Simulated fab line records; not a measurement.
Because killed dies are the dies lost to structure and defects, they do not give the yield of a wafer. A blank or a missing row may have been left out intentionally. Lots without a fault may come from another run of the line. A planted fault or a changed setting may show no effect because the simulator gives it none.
fab line records | flow gf180mcu
record lots=13 | wafers=39 | last_day=34
route steps=602 shown LVPWELL@64 MVSD@76 VT_IMPLANT@132 POLY_GATE@171
lots untouched by any fault: they come from a run of this same line in which no faults occurred
start_h: start of the lot's first displayed wafer, in hours after the record's first day | wait_h: hours from the lot's prior step to this one | " the same as in the row above | L1.1+2: several wafers, shown together as one row | - no value present, or no start provided | * or withheld: withheld | < > ~ a bound
route shown NAME@n: names a module that has steps shown in the file, with the first one's number in the route | usual: average and standard deviation across the fault-free wafers | same: alike in all rows | chamber/n: place in a boat | sites: each site's reading | _std_site: standard deviation across them | _edge_site: outer sites' mean less inner sites' | radius_mm: how far each site lies from the wafer's centre | mask NAME#n: copy n | behind: the last tool/chamber to shape the wafer | hold: why the lot was held/for how many hours/how that ended | device: names the non-switching transistor (n, p or np) | end of line: the route-end tests of the same wafers | a step without rows: its recipe alone | killed: dies that structure and defects cost at the first sort, which is not the same as the wafer's yield | map: shows each die of a wafer: x if killed, . if not, _ if none is there
set.NAME: the setting as run; set.NAME@STEP: as run at that earlier step | model.NAME: the simulator's own value behind a step, which no gauge read
route steps across a sampled set of lots; one table per step, one row per wafer
services: when a tool's chamber went out of use (start_h, in hours from the record's first day, below 0 if earlier), for how many hours, and the reason
## steps
# step GF_LVPWELL_STRIP_10
# recipe chemistry=O2/N2 | power_w=1400 | pressure_mtorr=1500 | platen_temp_c=250 | o2_flow_sccm=3000 | n2_flow_sccm=300 | overash_fraction=0.5
# usual drypump_motor_current_A=5.6/0.61 | heater_power_w=335/39 | oes_product_au=0.722/0.0048 | strip_time_to_endpoint_s=36.25/0.082
lot.wafer | tool            | chamber | start_h | wait_h | drypump_motor_current_A | heater_power_w | oes_product_au | rf_hours_counter_h | strip_time_to_endpoint_s
L911.1    | plasma_asher-01 | 1       | 69.02   | 0.1    | 5.4                     | 285            | 0.718          | 28                 | 36.20
L911.4    | "               | 0       | "       | "      | 4.8                     | 323            | 0.721          | -                  | 36.38
L911.6    | "               | 0       | "       | "      | 4.8                     | 318            | 0.726          | -                  | 36.25
L912.1    | plasma_asher-02 | 1       | 72.57   | 0.1    | 6.5                     | 315            | 0.723          | 41                 | 36.24
L912.2    | "               | 0       | "       | "      | 5.6                     | 333            | 0.714          | 41                 | 36.37
L912.3    | "               | 1       | "       | "      | 6.5                     | 311            | 0.720          | -                  | 36.34
L913.2    | plasma_asher-04 | 0       | 83.55   | 0.1    | 5.2                     | 345            | 0.722          | 42                 | 36.19
L913.3    | "               | 1       | "       | "      | 6.4                     | 390            | 0.734          | -                  | 36.35
L913.5    | "               | 0       | "       | "      | 5.2                     | 364            | 0.733          | -                  | 36.31
L915.1    | plasma_asher-04 | 1       | 99.22   | 0.1    | 6.4                     | 390            | 0.716          | 44                 | 36.19
L915.2    | "               | 0       | "       | "      | 5.2                     | 351            | 0.724          | 44                 | 36.23
L915.3    | "               | 1       | "       | "      | 6.4                     | 402            | 0.717          | -                  | 36.17
L918.3    | plasma_asher-01 | 1       | 112.15  | 0.1    | 5.4                     | 284            | 0.722          | -                  | 36.15
L918.5    | "               | 0       | "       | "      | 4.8                     | 317            | 0.730          | -                  | 36.14
L918.6    | "               | 1       | "       | "      | 5.4                     | 281            | 0.720          | -                  | 36.15
L917.1    | plasma_asher-02 | 0       | 112.47  | 0.1    | 5.6                     | 333            | 0.716          | 45                 | 36.30
L917.4    | "               | 0       | "       | "      | 5.6                     | 353            | 0.727          | -                  | 36.37
L917.5    | "               | 0       | "       | "      | 5.6                     | 339            | 0.723          | -                  | 36.11
L919.1    | plasma_asher-01 | 1       | 118.27  | 0.1    | 5.4                     | 279            | 0.952          | 33                 | -
L919.3    | "               | 1       | "       | "      | 5.4                     | 280            | 0.945          | -                  | -
L919.5    | "               | 1       | "       | "      | 5.4                     | 282            | 0.950          | -                  | -
L927.1    | plasma_asher-04 | 0       | 162.15  | 0.1    | 5.2                     | 343            | 0.721          | 51                 | 36.33
L927.4    | "               | 0       | "       | "      | 5.2                     | 353            | 0.725          | -                  | 36.22
L927.6    | "               | 0       | "       | "      | 5.2                     | 350            | 0.719          | -                  | 36.39
L928.1    | plasma_asher-01 | 1       | 166.55  | 0.1    | 5.4                     | 284            | 0.723          | 37                 | 36.15
L928.2    | "               | 0       | "       | "      | 4.8                     | 312            | 0.722          | 37                 | 36.24
L928.3    | "               | 0       | "       | "      | 4.8                     | 314            | 0.720          | -                  | 36.20
L930.3    | plasma_asher-01 | 0       | 178.03  | 0.1    | 4.8                     | 308            | 0.725          | -                  | 36.13
L930.5    | "               | 0       | "       | "      | 4.8                     | 307            | 0.724          | -                  | 36.23
L930.6    | "               | 1       | "       | "      | 5.4                     | 290            | 0.719          | -                  | 36.23
L931.2    | plasma_asher-01 | 1       | 182.57  | 0.1    | 5.4                     | 287            | 0.726          | 39                 | 36.26
L931.4    | "               | 1       | "       | "      | 5.4                     | 285            | 0.720          | -                  | 36.29
L931.5    | "               | 0       | "       | "      | 4.8                     | 315            | 0.715          | -                  | 36.20
L932.3    | plasma_asher-04 | 1       | 189.25  | 0.1    | 6.4                     | 405            | 0.721          | -                  | 36.15
L932.4    | "               | 0       | "       | "      | 5.2                     | 347            | 0.723          | -                  | 36.10
L932.6    | "               | 0       | "       | "      | 5.2                     | 355            | 0.717          | -                  | 36.12
L934.3    | plasma_asher-01 | 1       | 199.58  | 0.1    | 5.4                     | 276            | 0.715          | -                  | 36.20
L934.4    | "               | 0       | "       | "      | 4.8                     | 311            | 0.718          | -                  | 36.26
L934.6    | "               | 1       | "       | "      | 5.4                     | 290            | 0.715          | -                  | 36.18
# step GF_MVSD_STRIP_10
# recipe chemistry=O2/N2 | power_w=1400 | pressure_mtorr=1500 | platen_temp_c=250 | o2_flow_sccm=3000 | n2_flow_sccm=300 | overash_fraction=0.5
# usual drypump_motor_current_A=5.5/0.5 | heater_power_w=310/18 | oes_product_au=0.723/0.0049 | strip_time_to_endpoint_s=36.90/0.12
lot.wafer | tool            | chamber | start_h | wait_h | drypump_motor_current_A | heater_power_w | oes_product_au | rf_hours_counter_h | strip_time_to_endpoint_s
L911.1    | plasma_asher-01 | 1       | 83.47   | 0.1    | 5.4                     | 280            | 0.714          | 29                 | 37.01
L911.4    | "               | 0       | "       | "      | 4.8                     | 310            | 0.721          | -                  | 36.96
L911.6    | "               | 1       | "       | "      | 5.4                     | 268            | 0.725          | -                  | 37.06
L912.1    | plasma_asher-01 | 0       | 87.62   | 0.1    | 4.8                     | 317            | 0.726          | 30                 | 36.89
L912.2    | "               | 1       | "       | "      | 5.4                     | 281            | 0.718          | 30                 | 36.78
L912.3    | "               | 0       | "       | "      | 4.8                     | 310            | 0.724          | -                  | 36.88
L913.2    | plasma_asher-03 | 0       | 98.84   | 0.1    | 5.3                     | 300            | 0.715          | 45                 | 37.13
L913.3    | "               | 1       | "       | "      | 5.7                     | 303            | 0.727          | -                  | 37.09
L913.5    | "               | 0       | "       | "      | 5.3                     | 288            | 0.719          | -                  | 37.10
L915.1    | plasma_asher-01 | 0       | 115.12  | 0.1    | 4.8                     | 313            | 0.720          | 33                 | 36.94
L915.2    | "               | 1       | "       | "      | 5.4                     | 281            | 0.714          | 33                 | 36.94
L915.3    | "               | 1       | "       | "      | 5.4                     | 289            | 0.728          | -                  | 36.95
L918.3    | plasma_asher-02 | 0       | 127.37  | 0.1    | 5.6                     | 341            | 0.716          | -                  | 37.11
L918.5    | "               | 0       | "       | "      | 5.6                     | 335            | 0.720          | -                  | 37.08
L918.6    | "               | 1       | "       | "      | 6.5                     | 319            | 0.716          | -                  | 37.11
L917.1    | plasma_asher-02 | 0       | 127.92  | 0.1    | 5.6                     | 330            | 0.722          | 46                 | 36.97
L917.4    | "               | 0       | "       | "      | 5.6                     | 336            | 0.727          | -                  | 37.02
L917.5    | "               | 0       | "       | "      | 5.6                     | 337            | 0.713          | -                  | 36.99
L919.1    | plasma_asher-03 | 1       | 133.62  | 0.1    | 5.7                     | 302            | 0.729          | 2                  | 53.54
L919.3    | "               | 0       | "       | "      | 5.2                     | 304            | 0.721          | -                  | 53.43
L919.5    | "               | 0       | "       | "      | 5.2                     | 292            | 0.730          | -                  | 53.52
L927.1    | plasma_asher-03 | 0       | 179.34  | 0.1    | 5.3                     | 299            | 0.728          | 7                  | 36.93
L927.4    | "               | 0       | "       | "      | 5.2                     | 302            | 0.714          | -                  | 36.90
L927.6    | "               | 1       | "       | "      | 5.7                     | 315            | 0.722          | -                  | 36.91
L928.1    | plasma_asher-02 | 0       | 183.86  | 0.1    | 5.6                     | 331            | 0.724          | 51                 | 36.75
L928.2    | "               | 1       | "       | "      | 6.4                     | 320            | 0.725          | 51                 | 36.88
L928.3    | "               | 1       | "       | "      | 6.5                     | 328            | 0.727          | -                  | 36.85
L930.3    | plasma_asher-02 | 1       | 195.35  | 0.1    | 6.4                     | 327            | 0.719          | -                  | 36.73
L930.5    | "               | 1       | "       | "      | 6.4                     | 316            | 0.722          | -                  | 36.88
L930.6    | "               | 0       | "       | "      | 5.6                     | 346            | 0.722          | -                  | 36.88
L931.2    | plasma_asher-03 | 1       | 199.91  | 0.1    | 5.7                     | 302            | 0.718          | 9                  | 36.78
L931.4    | "               | 1       | "       | "      | 5.7                     | 308            | 0.729          | -                  | 36.80
L931.5    | "               | 0       | "       | "      | 5.2                     | 292            | 0.713          | -                  | 36.94
L932.3    | plasma_asher-01 | 0       | 206.65  | 0.1    | 4.8                     | 311            | 0.723          | -                  | 36.74
L932.4    | "               | 1       | "       | "      | 5.4                     | 285            | 0.725          | -                  | 36.82
L932.6    | "               | 1       | "       | "      | 5.4                     | 284            | 0.717          | -                  | 36.93
L934.3    | plasma_asher-03 | 1       | 217.60  | 0.1    | 5.7                     | 302            | 0.722          | -                  | 36.91
L934.4    | "               | 0       | "       | "      | 5.2                     | 300            | 0.719          | -                  | 36.88
L934.6    | "               | 1       | "       | "      | 5.7                     | 306            | 0.723          | -                  | 36.96
# step GF_MVSD_TW_MEAS_11
# usual MVSD_TW=1575/7.1
lot.wafer | tool          | chamber | start_h | wait_h | MVSD_TW
L911.1    | film_metro-02 | -       | 83.57   | 0.1    | 1574
L911.4    | "             | -       | "       | "      | 1561
L911.6    | "             | -       | "       | "      | 1569
L912.1    | film_metro-01 | -       | 87.72   | 0.1    | 1577
L912.2    | "             | -       | "       | "      | 1574
L912.3    | "             | -       | "       | "      | 1577
L913.2    | film_metro-01 | -       | 98.95   | 0.1    | 1583
L913.3    | "             | -       | "       | "      | 1577
L913.5    | "             | -       | "       | "      | 1587
L915.1    | film_metro-02 | -       | 115.22  | 0.1    | 1582
L915.2    | "             | -       | "       | "      | 1575
L915.3    | "             | -       | "       | "      | 1580
L918.3    | film_metro-04 | -       | 127.46  | 0.1    | 1583
L918.5    | "             | -       | "       | "      | 1579
L918.6    | "             | -       | "       | "      | 1579
L917.1    | film_metro-04 | -       | 128.02  | 0.1    | 1579
L917.4    | "             | -       | "       | "      | 1581
L917.5    | "             | -       | "       | "      | 1587
L919.1    | film_metro-04 | -       | 133.72  | 0.1    | 44
L919.3    | "             | -       | "       | "      | 45
L919.5    | "             | -       | "       | "      | 43
L927.1    | film_metro-01 | -       | 179.44  | 0.1    | 1574
L927.4    | "             | -       | "       | "      | 1573
L927.6    | "             | -       | "       | "      | 1570
L928.1    | film_metro-02 | -       | 183.96  | 0.1    | 1581
L928.2    | "             | -       | "       | "      | 1577
L928.3    | "             | -       | "       | "      | 1579
L930.3    | film_metro-01 | -       | 195.43  | 0.1    | 1571
L930.5    | "             | -       | "       | "      | 1574
L930.6    | "             | -       | "       | "      | 1573
L931.2    | film_metro-04 | -       | 200.02  | 0.1    | 1559
L931.4    | "             | -       | "       | "      | 1571
L931.5    | "             | -       | "       | "      | 1573
L932.3    | film_metro-04 | -       | 206.73  | 0.1    | 1570
L932.4    | "             | -       | "       | "      | 1567
L932.6    | "             | -       | "       | "      | 1557
L934.3    | film_metro-01 | -       | 217.68  | 0.1    | 1569
L934.4    | "             | -       | "       | "      | 1567
L934.6    | "             | -       | "       | "      | 1564
# step GF_VT_IMPLANT_STRIP_42
# recipe chemistry=O2/N2 | power_w=1400 | pressure_mtorr=1500 | platen_temp_c=250 | o2_flow_sccm=3000 | n2_flow_sccm=300 | overash_fraction=0.5
# usual drypump_motor_current_A=5.5/0.56 | heater_power_w=334/42 | oes_product_au=0.716/0.0048 | strip_time_to_endpoint_s=12.62/0.035
lot.wafer | tool            | chamber | start_h | wait_h | drypump_motor_current_A | heater_power_w | oes_product_au | rf_hours_counter_h | strip_time_to_endpoint_s
L911.1    | plasma_asher-04 | 0       | 159.02  | 0.1    | 5.1                     | 352            | 0.716          | 51                 | 12.57
L911.4    | "               | 1       | "       | "      | 6.4                     | 401            | 0.716          | -                  | 12.54
L911.6    | "               | 0       | "       | "      | 5.2                     | 350            | 0.710          | -                  | 12.62
L912.1    | plasma_asher-01 | 0       | 165.42  | 0.1    | 4.8                     | 315            | 0.728          | 37                 | 12.60
L912.2    | "               | 1       | "       | "      | 5.4                     | 284            | 0.713          | 37                 | 12.56
L912.3    | "               | 0       | "       | "      | 4.8                     | 308            | 0.716          | -                  | 12.60
L913.2    | plasma_asher-03 | 1       | 177.89  | 0.1    | 5.7                     | 304            | 0.714          | 6                  | 12.58
L913.3    | "               | 1       | "       | "      | 5.7                     | 304            | 0.708          | -                  | 12.59
L913.5    | "               | 1       | "       | "      | 5.7                     | 303            | 0.720          | -                  | 12.61
L915.1    | plasma_asher-01 | 0       | 196.50  | 0.1    | 4.8                     | 318            | 0.715          | 41                 | 12.58
L915.2    | "               | 1       | "       | "      | 5.4                     | 285            | 0.710          | 41                 | 12.58
L915.3    | "               | 1       | "       | "      | 5.4                     | 277            | 0.721          | -                  | 12.62
L918.3    | plasma_asher-04 | 0       | 209.88  | 0.1    | 5.2                     | 355            | 0.723          | -                  | 12.60
L918.5    | "               | 0       | "       | "      | 5.2                     | 350            | 0.717          | -                  | 12.58
L918.6    | "               | 1       | "       | "      | 6.5                     | 392            | 0.720          | -                  | 12.64
L917.1    | plasma_asher-01 | 0       | 211.40  | 0.1    | 4.8                     | 310            | 0.721          | 42                 | 12.59
L917.4    | "               | 1       | "       | "      | 5.4                     | 283            | 0.720          | -                  | 12.59
L917.5    | "               | 0       | "       | "      | 4.8                     | 310            | 0.712          | -                  | 12.58
L919.1    | plasma_asher-04 | 1       | 218.45  | 0.1    | 6.4                     | 398            | 0.723          | 58                 | 12.65
L919.3    | "               | 1       | "       | "      | 6.4                     | 396            | 0.720          | -                  | 12.61
L919.5    | "               | 0       | "       | "      | 5.2                     | 354            | 0.713          | -                  | 12.69
L927.1    | plasma_asher-01 | 0       | 270.26  | 0.1    | 4.8                     | 312            | 0.717          | 48                 | 12.70
L927.4    | "               | 1       | "       | "      | 5.4                     | 283            | 0.718          | -                  | 12.65
L927.6    | "               | 1       | "       | "      | 5.4                     | 282            | 0.711          | -                  | 12.69
L928.1    | plasma_asher-01 | 1       | 275.80  | 0.1    | 5.4                     | 286            | 0.710          | 49                 | 12.68
L928.2    | "               | 0       | "       | "      | 4.8                     | 311            | 0.714          | 49                 | 12.65
L928.3    | "               | 0       | "       | "      | 4.8                     | 311            | 0.719          | -                  | 12.67
L930.3    | plasma_asher-04 | 1       | 290.60  | 0.1    | 6.4                     | 399            | 0.715          | -                  | 12.64
L930.5    | "               | 0       | "       | "      | 5.1                     | 346            | 0.710          | -                  | 12.65
L930.6    | "               | 1       | "       | "      | 6.4                     | 393            | 0.717          | -                  | 12.64
L931.2    | plasma_asher-04 | 1       | 293.51  | 0.1    | 6.4                     | 389            | 0.711          | 66                 | 12.64
L931.4    | "               | 0       | "       | "      | 5.2                     | 356            | 0.718          | -                  | 12.66
L931.5    | "               | 0       | "       | "      | 5.2                     | 347            | 0.720          | -                  | 12.64
L932.3    | plasma_asher-04 | 0       | 302.53  | 0.1    | 5.2                     | 348            | 0.721          | -                  | 12.64
L932.4    | "               | 1       | "       | "      | 6.4                     | 404            | 0.719          | -                  | 12.64
L932.6    | "               | 0       | "       | "      | 5.2                     | 346            | 0.713          | -                  | 12.59
L934.3    | plasma_asher-03 | 0       | 314.12  | 0.1    | 5.2                     | 303            | 0.711          | -                  | 12.66
L934.4    | "               | 1       | "       | "      | 5.7                     | 304            | 0.718          | -                  | 12.69
L934.6    | "               | 1       | "       | "      | 5.7                     | 302            | 0.713          | -                  | 12.69
# step GF_POLY_GATE_STRIP_14
# recipe chemistry=O2/N2 | power_w=1400 | pressure_mtorr=1500 | platen_temp_c=250 | o2_flow_sccm=3000 | n2_flow_sccm=300 | overash_fraction=0.5
# usual drypump_motor_current_A=5.4/0.43 | heater_power_w=305/16 | oes_product_au=0.505/0.0044
lot.wafer | tool            | chamber | start_h | wait_h | drypump_motor_current_A | heater_power_w | oes_product_au | rf_hours_counter_h
L911.1    | plasma_asher-01 | 1       | 200.84  | 0.0    | 5.4                     | 277            | 0.502          | 41
L911.4    | "               | 0       | "       | "      | 4.8                     | 303            | 0.506          | -
L911.6    | "               | 1       | "       | "      | 5.4                     | 279            | 0.508          | -
L912.1    | plasma_asher-03 | 1       | 206.29  | 0.0    | 5.7                     | 312            | 0.504          | 9
L912.2    | "               | 0       | "       | "      | 5.2                     | 295            | 0.507          | 9
L912.3    | "               | 0       | "       | "      | 5.2                     | 300            | 0.506          | -
L913.2    | plasma_asher-01 | 0       | 217.84  | 0.0    | 4.8                     | 306            | 0.503          | 43
L913.3    | "               | 0       | "       | "      | 4.8                     | 307            | 0.499          | -
L913.5    | "               | 1       | "       | "      | 5.4                     | 291            | 0.507          | -
L915.1    | plasma_asher-01 | 1       | 238.29  | 0.0    | 5.4                     | 278            | 0.501          | 45
L915.2    | "               | 0       | "       | "      | 4.8                     | 318            | 0.507          | 45
L915.3    | "               | 0       | "       | "      | 4.8                     | 314            | 0.512          | -
L918.3    | plasma_asher-03 | 0       | 254.00  | 0.1    | 5.3                     | 301            | 0.504          | -
L918.5    | "               | 1       | "       | "      | 5.7                     | 304            | 0.508          | -
L918.6    | "               | 0       | "       | "      | 5.2                     | 303            | 0.504          | -
L917.1    | plasma_asher-03 | 0       | 255.94  | 0.0    | 5.2                     | 296            | 0.508          | 15
L917.4    | "               | 1       | "       | "      | 5.7                     | 305            | 0.504          | -
L917.5    | "               | 0       | "       | "      | 5.2                     | 297            | 0.510          | -
L919.1    | plasma_asher-01 | 0       | 263.19  | 0.0    | 4.8                     | 314            | 0.510          | 47
L919.3    | "               | 1       | "       | "      | 5.4                     | 285            | 0.509          | -
L919.5    | "               | 0       | "       | "      | 4.8                     | 309            | 0.502          | -
L927.1    | plasma_asher-01 | 0       | 317.74  | 0.0    | 4.8                     | 321            | 0.507          | 52
L927.4    | "               | 0       | "       | "      | 4.8                     | 310            | 0.508          | -
L927.6    | "               | 1       | "       | "      | 5.4                     | 280            | 0.508          | -
L928.1    | plasma_asher-01 | 1       | 323.84  | 0.0    | 5.4                     | 279            | 0.500          | 53
L928.2    | "               | 0       | "       | "      | 4.8                     | 311            | 0.502          | 53
L928.3    | "               | 0       | "       | "      | 4.8                     | 321            | 0.502          | -
L930.3    | plasma_asher-03 | 1       | 344.00  | 0.1    | 5.7                     | 304            | 0.500          | -
L930.5    | "               | 0       | "       | "      | 5.3                     | 302            | 0.504          | -
L930.6    | "               | 1       | "       | "      | 5.7                     | 303            | 0.495          | -
L931.2    | plasma_asher-03 | 0       | 345.34  | 0.0    | 5.2                     | 299            | 0.507          | 25
L931.4    | "               | 1       | "       | "      | 5.7                     | 303            | 0.495          | -
L931.5    | "               | 1       | "       | "      | 5.7                     | 310            | 0.508          | -
L932.3    | plasma_asher-02 | 1       | 351.92  | 0.1    | 6.4                     | 317            | 0.504          | -
L932.4    | "               | 0       | "       | "      | 5.6                     | 337            | 0.506          | -
L932.6    | "               | 1       | "       | "      | 6.5                     | 317            | 0.513          | -
L934.3    | plasma_asher-01 | 1       | 368.62  | 0.1    | 5.4                     | 292            | 0.499          | -
L934.4    | "               | 0       | "       | "      | 4.8                     | 313            | 0.505          | -
L934.6    | "               | 0       | "       | "      | 4.8                     | 307            | 0.502          | -
# step GF_POLY_GATE_THK_MEAS_17
# recipe reads=SiO2_of_POLY_GATE_OXIDATION_16
# usual POLY_GATE_OXIDATION_THK=3.95/0.071
lot.wafer | tool          | chamber | start_h | wait_h | POLY_GATE_OXIDATION_THK[nm]
L911.1    | film_metro-03 | -       | 202.92  | 0.0    | 3.95
L911.4    | "             | -       | "       | "      | 4.00
L911.6    | "             | -       | "       | "      | 4.08
L912.1    | film_metro-01 | -       | 207.69  | 0.0    | 4.02
L912.2    | "             | -       | "       | "      | 4.09
L912.3    | "             | -       | "       | "      | 4.11
L913.2    | film_metro-01 | -       | 219.26  | 0.0    | 3.91
L913.3    | "             | -       | "       | "      | 3.99
L913.5    | "             | -       | "       | "      | 4.05
L915.1    | film_metro-03 | -       | 239.69  | 0.0    | 3.97
L915.2    | "             | -       | "       | "      | 3.96
L915.3    | "             | -       | "       | "      | 3.99
L918.3    | film_metro-03 | -       | 255.68  | 0.0    | 3.98
L918.5    | "             | -       | "       | "      | 4.02
L918.6    | "             | -       | "       | "      | 3.95
L917.1    | film_metro-04 | -       | 257.87  | 0.0    | 3.98
L917.4    | "             | -       | "       | "      | 3.97
L917.5    | "             | -       | "       | "      | 4.05
L919.1    | film_metro-01 | -       | 266.29  | 0.0    | 3.89
L919.3    | "             | -       | "       | "      | 3.90
L919.5    | "             | -       | "       | "      | 3.94
L927.1    | film_metro-01 | -       | 319.38  | 0.0    | 3.94
L927.4    | "             | -       | "       | "      | 4.04
L927.6    | "             | -       | "       | "      | 3.91
L928.1    | film_metro-04 | -       | 325.24  | 0.0    | 4.00
L928.2    | "             | -       | "       | "      | 3.98
L928.3    | "             | -       | "       | "      | 3.94
L930.3    | film_metro-01 | -       | 345.38  | 0.0    | 3.91
L930.5    | "             | -       | "       | "      | 3.89
L930.6    | "             | -       | "       | "      | 3.85
L931.2    | film_metro-01 | -       | 348.12  | 0.0    | 4.02
L931.4    | "             | -       | "       | "      | 4.02
L931.5    | "             | -       | "       | "      | 4.06
L932.3    | film_metro-04 | -       | 353.72  | 0.0    | 3.96
L932.4    | "             | -       | "       | "      | 3.96
L932.6    | "             | -       | "       | "      | 3.90
L934.3    | film_metro-03 | -       | 370.01  | 0.0    | 3.85
L934.4    | "             | -       | "       | "      | 3.94
L934.6    | "             | -       | "       | "      | 3.93
## services
tool            | chamber | start_h | hours | kind
plasma_asher-02 | -       | 81.39   | 2.8   | pm
plasma_asher-03 | -       | 108.75  | 9.0   | pm
plasma_asher-03 | 0       | 108.75  | 9.0   | vent_cycle
plasma_asher-03 | 1       | 108.75  | 9.0   | vent_cycle
plasma_asher-03 | 0       | 117.75  | -     | clean
plasma_asher-03 | 1       | 117.75  | -     | clean
plasma_asher-01 | -       | 134.91  | 9.1   | repair
plasma_asher-03 | -       | 160.04  | 6.3   | repair
plasma_asher-02 | -       | 162.93  | 11.6  | repair
plasma_asher-02 | -       | 283.59  | 3.6   | repair
plasma_asher-01 | -       | 292.13  | 4.4   | repair
## key
first_sign step=GF_LVPWELL_STRIP_10 | reading=oes_product_au | direction=up | sigmas=47 | usual=0.722 | struck=0.949
effect step=GF_MVSD_STRIP_10 | reading=strip_time_to_endpoint_s | direction=up | sigmas=99+ | usual=* | struck=*
effect step=GF_MVSD_TW_MEAS_11 | reading=MVSD_TW | direction=down | sigmas=99+ | usual=1575 | struck=44
met_at GF_LVPWELL_STRIP_10
struck_lots L919
sort_left_out L919.1,L919.3,L919.5
tester_left_out L919
not_acting_at GF_VT_IMPLANT_STRIP_42,GF_POLY_GATE_STRIP_14,GF_POLY_GATE_THK_MEAS_17
onset_between 112.15 118.27
fault kind=strip_aborted | tool=plasma_asher-01 | chamber=- | onset_h=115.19 | steps=GF_LVPWELL_STRIP_10 | offset=0.63652 | end_h=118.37
# tester_left_out: of these lots the tester's yield and bins aren't shown, on N5 and GAA mostly nor the transistor test; their killed dies are dies lost to structure and defects alone, not to doping, threshold or leakage, so they don't give the yield
# sort_left_out: the simulated sort isn't trusted on such a fault, so these wafers' sort isn't shown, and their yield isn't known
